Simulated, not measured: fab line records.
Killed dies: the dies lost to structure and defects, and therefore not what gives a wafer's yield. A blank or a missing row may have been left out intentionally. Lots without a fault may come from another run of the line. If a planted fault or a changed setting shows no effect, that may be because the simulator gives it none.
A lot that was struck, set against a sound lot    flow gf180mcu    16 out of 602 route steps
Sound: the wafers L204.1, L204.2, L204.3. Wafers L210.3, L210.4, L210.5 were the ones struck. The cause is given at the end.
For every step that has rows: the tool of each side, followed by ch and its chambers, followed by its first start. Under that, the readings that differ: sound wafers    struck wafers    difference of the means    sigmas: that difference in standard deviations of wafers without a fault.
alike: readings whose means differ by less than 2 such deviations, and words and numbers that are the same on both sides. not compared: withheld readings, readings that some wafer has no value for, bounds like >300 that may hide the same value, and numbers for which the record gives no deviation and whose values overlap.
The two part at a step that has a row with sigmas, a row that says differs or no value, or rows on one side only. When numbers do not overlap yet have no deviation, they are printed without sigmas and do not part them. Lack of a reading on every wafer of one side parts them only where that side has two or more wafers.

GF_M2_SPUTTER_04: material TiN, target thk 50 nm, time 41.7 s.
  struck on pvd-sputter-04, day 21 06:44; sound on pvd-sputter-03, day 18 22:44
  alike: throttle-valve-pct
GF_M2_RS_MEAS_05: measurement is done with a four-point probe.
  struck on film-metro-03, day 21 06:49; sound on film-metro-03, day 18 22:47
  alike: M2_ALCU_RS
GF_M2_THK_MEAS_06: measures by xrf.
  struck on film-metro-03, day 21 06:55; sound on film-metro-03, day 18 22:54
  alike: M2_ALCU_THK
then, 7 steps without rows for these wafers: GF_M2_DEHYDRATE_07 (time 60 s); GF_M2_HMDS_08 (prime time 60 s); GF_M2_COAT_09 (resist thk 1000 nm); GF_M2_SOFTBAKE_10 (time 60 s); GF_M2_EXPOSE_11 (exposes mask Metal2, target cd 280 nm); GF_M2_PEB_12 (peb time 90 s); GF_M2_DEVELOP_13 (develop time 60 s).
GF_M2_CD_MEAS_14 targets a cd of 280 nm.
  struck on cd-sem-01, day 22 06:02; sound on cd-sem-01, day 19 23:16
  alike: cd-nm
GF_M2_OVL_MEAS_15:
  struck on overlay-01, day 22 06:08; sound on overlay-01, day 19 23:23
  alike: M2_OVL
GF_M2_METAL_ETCH_16: etches the open film in Cl2/BCl3, stops on SiO2, target depth 750.8 nm, time 125.1 s.
  sound on rie-metal-01 ch 0,1, day 19 23:25; struck on rie-metal-04 ch 0,1, day 22 06:12
reading                              sound              struck             difference  sigmas
oes-product-au (a.u.)                0.988 0.988 0.987  0.997 1.002 1.003  +0.013      +3
rf-fwd-power-W (W)                   796.9 797.4 795.3  921.8 924.1 924.4  +126.9      +55
model.KrF_of_M2_COAT_09.thk-nm (nm)  691 687.5 695      642 645.5 648.2    -46         
  alike: drypump-motor-current-A, he-backside-leak-sccm, throttle-valve-pct
  not compared: rf-hours-counter-h
GF_M2_STRIP_17: strips in O2/N2.
  sound on plasma-asher-03 ch 0,1, day 19 23:33; struck on plasma-asher-04 ch 0,1, day 22 06:19
reading                       sound              struck             difference  sigmas
oes-product-au (a.u.)         0.538 0.544 0.536  0.524 0.520 0.518  -0.019      -4
strip-time-to-endpoint-s (s)  7.46 7.41 7.49     6.96 7.01 7.02     -0.46       -10
  alike: drypump-motor-current-A, heater-power-w
  not compared: rf-hours-counter-h
then, 2 steps without rows for these wafers: GF_M2_STRIP_18 (strips in post etch residue remover, time 1200 s); GF_PASSIVATION_PROBE_99.

## WHERE THEY PART
At GF_M2_METAL_ETCH_16 first; at GF_M2_STRIP_17 last (within this record only).

WHY: what the simulator had put in
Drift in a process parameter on rie-metal-04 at GF_M2_METAL_ETCH_16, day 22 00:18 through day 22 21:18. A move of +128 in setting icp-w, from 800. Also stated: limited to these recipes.
